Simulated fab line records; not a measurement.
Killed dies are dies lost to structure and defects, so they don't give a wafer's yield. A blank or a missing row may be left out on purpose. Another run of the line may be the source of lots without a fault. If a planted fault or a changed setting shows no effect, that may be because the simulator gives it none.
Chamber matching | flow sky130 | rie_si-02 running SKY_POLY_GATE_ETCH_17: 4 sister chambers
The step etches poly-Si in HBr/Cl2, stops on SiO2, target depth 180 nm, time 70.5 s. 4 wafers are shown with their chamber, then 8 later ones without.

## WAFERS, EACH WITH ITS CHAMBER
wafer  | chamber | drypump_motor_current_A (A)
L858.4 | 1       | 5.4
L858.6 | 2       | 5.9
L862.4 | 3       | 6.1
L863.2 | 0       | 4.8

## WAFERS WITHOUT THEIR CHAMBER
wafer  | drypump_motor_current_A (A)
L863.3 | 5.9
L863.6 | 5.9
L866.3 | 6.0
L866.4 | 4.8
L866.6 | 5.9
L872.2 | 5.9
L872.3 | 6.0
L872.4 | 4.8

## WHICH CHAMBER EACH WENT THROUGH
wafer  | from the rows above     | in truth
L863.3 | 2                       | 2
L863.6 | 2                       | 2
L866.3 | can't be placed: 2 or 3 | 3
L866.4 | 0                       | 0
L866.6 | 2                       | 2
L872.2 | 2                       | 2
L872.3 | can't be placed: 2 or 3 | 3
L872.4 | 0                       | 0
Placed correctly: 6 of 8. These rows do not allow placing 2 (true chamber among the candidates in 2). Number placed wrongly: 0.
How it was worked out, from the rows above alone: a wafer's distance from a chamber is the root of the sum, over the readings, of the square of ((its reading less the chamber's mean) divided by the reading's scatter). The wafer belongs to the nearest chamber; if the next one is less than 2 further off, it can't be placed. Each chamber's mean is taken over the wafers shown for it. The scatter: root of mean squared gap, hidden wafer to nearest shown wafer, with one shown wafer a chamber.
